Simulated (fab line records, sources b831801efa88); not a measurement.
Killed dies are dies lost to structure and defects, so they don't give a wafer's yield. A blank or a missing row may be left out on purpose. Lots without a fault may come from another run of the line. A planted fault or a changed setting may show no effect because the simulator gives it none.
Which tool did it? | flow sky130 | 13 lots, 39 wafers sampled, at 4 steps of a route of 708

WHAT THE GAUGES READ, wafer by wafer
The record holds no reading of a measuring or inspecting step that can be judged against a usual standard deviation.

WHICH TOOL RAN EACH LOT (tool, then ch and the chambers of the sampled wafers, then the start)
lot  | SKY_LDD_N_IMPLANT_15            | SKY_METAL2_SPUTTER_02        | SKY_VIA2_ETCH_14                   | SKY_VIA2_CVD_21
L226 | implanter-02 ch 0, day 17 13:37 | pvd_sputter-02, day 33 23:48 | rie_diel-04 ch 1,2,3, day 36 05:23 | cvd_w-01 ch 0,1, day 36 06:29
L229 | implanter-04 ch 0, day 19 02:05 | pvd_sputter-02, day 35 06:56 | rie_diel-02 ch 1,2,3, day 37 12:17 | cvd_w-02 ch 0,1, day 37 13:10
L231 | implanter-02 ch 0, day 19 14:23 | pvd_sputter-02, day 35 19:59 | rie_diel-01 ch 2,3, day 38 01:38   | cvd_w-01 ch 0,1, day 38 02:23
L232 | implanter-01 ch 0, day 20 06:34 | pvd_sputter-02, day 36 05:47 | rie_diel-01 ch 0,1,3, day 38 11:53 | cvd_w-01 ch 0,1, day 38 12:43
L233 | implanter-04 ch 0, day 20 14:42 | pvd_sputter-02, day 36 12:18 | rie_diel-04 ch 1,2,3, day 38 17:08 | cvd_w-01 ch 0,1, day 38 17:56
L237 | implanter-04 ch 0, day 22 02:55 | pvd_sputter-03, day 37 22:23 | rie_diel-04 ch 0,2,3, day 40 04:37 | cvd_w-01 ch 0,1, day 40 05:28
L240 | implanter-04 ch 0, day 22 19:52 | pvd_sputter-01, day 38 10:08 | rie_diel-04 ch 0,1,3, day 40 13:26 | cvd_w-02 ch 0,1, day 40 14:15
L242 | implanter-02 ch 0, day 23 11:14 | pvd_sputter-03, day 38 20:38 | rie_diel-02 ch 0,2,3, day 40 22:26 | cvd_w-02 ch 0, day 40 23:16
L243 | implanter-02 ch 0, day 24 02:07 | pvd_sputter-03, day 39 11:30 | rie_diel-04 ch 1,2, day 41 13:26   | cvd_w-01 ch 0,1, day 41 14:14
L244 | implanter-01 ch 0, day 24 09:26 | pvd_sputter-01, day 39 13:56 | rie_diel-01 ch 1,2, day 41 16:16   | cvd_w-02 ch 0,1, day 41 17:04
L245 | implanter-02 ch 0, day 24 20:23 | pvd_sputter-02, day 40 00:18 | rie_diel-04 ch 0,2,3, day 42 01:59 | cvd_w-02 ch 0,1, day 42 02:46
L246 | implanter-01 ch 0, day 25 03:27 | pvd_sputter-02, day 40 07:46 | rie_diel-01 ch 0,1,3, day 42 09:41 | cvd_w-02 ch 0,1, day 42 10:27
L248 | implanter-02 ch 0, day 25 20:41 | pvd_sputter-02, day 40 17:48 | rie_diel-04 ch 0,1,2, day 42 20:04 | cvd_w-02 ch 0,1, day 42 20:50
- SKY_LDD_N_IMPLANT_15
- SKY_METAL2_SPUTTER_02: material AlCu, target thk 250 nm, time 13.3 s.
- SKY_VIA2_ETCH_14: etches BARC in N2/H2, stops on SiO2, time 45.9 s, target depth 60 nm.
- SKY_VIA2_CVD_21: deposits W, target thk 420 nm, time 126.4 s.

WHAT THE TOOLS THEMSELVES READ (means of the sampled wafers that have a number; where no wafer has one, the mark that the record gives instead)
SKY_LDD_N_IMPLANT_15. Usual: dose_ions_cm2 5e+12, standard deviation 5.6e+09; faraday_current_uA 28.2, standard deviation 0.54; tilt_deg 29.999 degrees, standard deviation 0.022.
lot  | tool         | dose_ions_cm2 | faraday_current_uA | tilt_deg (degrees) | flag
L226 | implanter-02 | 5e+12         | 27.9               | 30.009             |
L229 | implanter-04 | 5e+12         | 28.4               | 30.018             |
L231 | implanter-02 | 5e+12         | 27.8               | 29.992             |
L232 | implanter-01 | 5e+12         | 28.1               | 29.985             |
L233 | implanter-04 | 5e+12         | 27.8               | 30.009             |
L237 | implanter-04 | 3e+12         | 17.0               | 30.015             | OFF
L240 | implanter-04 | 3e+12         | 17.3               | 30.001             | OFF
L242 | implanter-02 | 5e+12         | 28.6               | 30.031             |
L243 | implanter-02 | 5e+12         | 28.5               | 29.957             |
L244 | implanter-01 | 5e+12         | 27.8               | 30.005             |
L245 | implanter-02 | 5e+12         | 28.0               | 29.987             |
L246 | implanter-01 | 5e+12         | 28.2               | 30.031             |
L248 | implanter-02 | 5e+12         | 28.2               | 30.011             |

SKY_METAL2_SPUTTER_02. Usual: throttle_valve_pct 30.1 %, standard deviation 1.2.
lot  | tool           | throttle_valve_pct (%) | flag
L226 | pvd_sputter-02 | 29.1                   |
L229 | pvd_sputter-02 | 30.3                   |
L231 | pvd_sputter-02 | 28.6                   |
L232 | pvd_sputter-02 | 30.4                   |
L233 | pvd_sputter-02 | 29.6                   |
L237 | pvd_sputter-03 | 30.3                   |
L240 | pvd_sputter-01 | 30.5                   |
L242 | pvd_sputter-03 | 29.7                   |
L243 | pvd_sputter-03 | 29.5                   |
L244 | pvd_sputter-01 | 30.5                   |
L245 | pvd_sputter-02 | 30.5                   |
L246 | pvd_sputter-02 | 29.8                   |
L248 | pvd_sputter-02 | 30.4                   |

SKY_VIA2_ETCH_14. Usual: drypump_motor_current_A 5.5 A, standard deviation 0.4; oes_product_au 0.855 a.u., standard deviation 0.0045; throttle_valve_pct 13.223 %, standard deviation 0.0088.
lot  | tool        | drypump_motor_current_A (A) | oes_product_au (a.u.) | throttle_valve_pct (%) | flag
L226 | rie_diel-04 | 5.5                         | 0.852                 | 13.229                 |
L229 | rie_diel-02 | 5.1                         | 0.858                 | 13.217                 |
L231 | rie_diel-01 | 5.7                         | 0.856                 | 13.224                 |
L232 | rie_diel-01 | 5.8                         | 0.858                 | 13.224                 |
L233 | rie_diel-04 | 5.5                         | 0.853                 | 13.226                 |
L237 | rie_diel-04 | 5.7                         | 0.857                 | 13.219                 |
L240 | rie_diel-04 | 5.9                         | 0.854                 | 13.218                 |
L242 | rie_diel-02 | 5.1                         | 0.847                 | 13.229                 |
L243 | rie_diel-04 | 5.4                         | 0.857                 | 13.226                 |
L244 | rie_diel-01 | 5.9                         | 0.853                 | 13.220                 |
L245 | rie_diel-04 | 5.8                         | 0.851                 | 13.218                 |
L246 | rie_diel-01 | 5.7                         | 0.857                 | 13.216                 |
L248 | rie_diel-04 | 5.5                         | 0.850                 | 13.224                 |

SKY_VIA2_CVD_21. Usual: heater_power_w 859 W, standard deviation 41.
lot  | tool     | heater_power_w (W) | flag
L226 | cvd_w-01 | 814                |
L229 | cvd_w-02 | 911                |
L231 | cvd_w-01 | 837                |
L232 | cvd_w-01 | 830                |
L233 | cvd_w-01 | 811                |
L237 | cvd_w-01 | 845                |
L240 | cvd_w-02 | 883                |
L242 | cvd_w-02 | 878                |
L243 | cvd_w-01 | 839                |
L244 | cvd_w-02 | 883                |
L245 | cvd_w-02 | 899                |
L246 | cvd_w-02 | 870                |
L248 | cvd_w-02 | 879                |

THE ANSWER, worked out from the rows above alone
Rule: a lot is off if the mean of its wafers that have a number lies more than 3 standard deviations from the usual mean. A lot without any number at a reading at which 4 lots or more have one is off too. The other lots that the step has rows for count as sound. The gauges are gone through in route order, then the tools' own readings, and for those a lot's mean is taken as printed above. The first step at which some lot is off is used, and at that step the reading that is off furthest; a lot without a number counts as furthest.
Off: L237, L240, at SKY_LDD_N_IMPLANT_15 (dose_ions_cm2).
A tool fits if, at that step or a process step before it, it ran every lot that is off, and no sound lot after the first of them. One fits: implanter-04 at SKY_LDD_N_IMPLANT_15. Its last sound lot is L233 (day 20 14:42), its first lot that is off L237 (day 22 02:55): a fault that began between those two fits.
The tool's own readings at SKY_LDD_N_IMPLANT_15 bear it out: on the lots that are off they differ by more than 5 times the standard deviation of the sound lots' means. dose_ions_cm2 reads 3e+12 there against 5e+12 on the sound lots; faraday_current_uA reads 17.1 there against 28.1 on the sound lots.

WHAT THE SIMULATOR HAD PUT IN
Process parameter drift: implanter-04, from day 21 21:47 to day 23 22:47, at SKY_LDD_N_IMPLANT_15. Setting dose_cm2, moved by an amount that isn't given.
Lots struck among those shown: L237, L240. The rule above found the same.
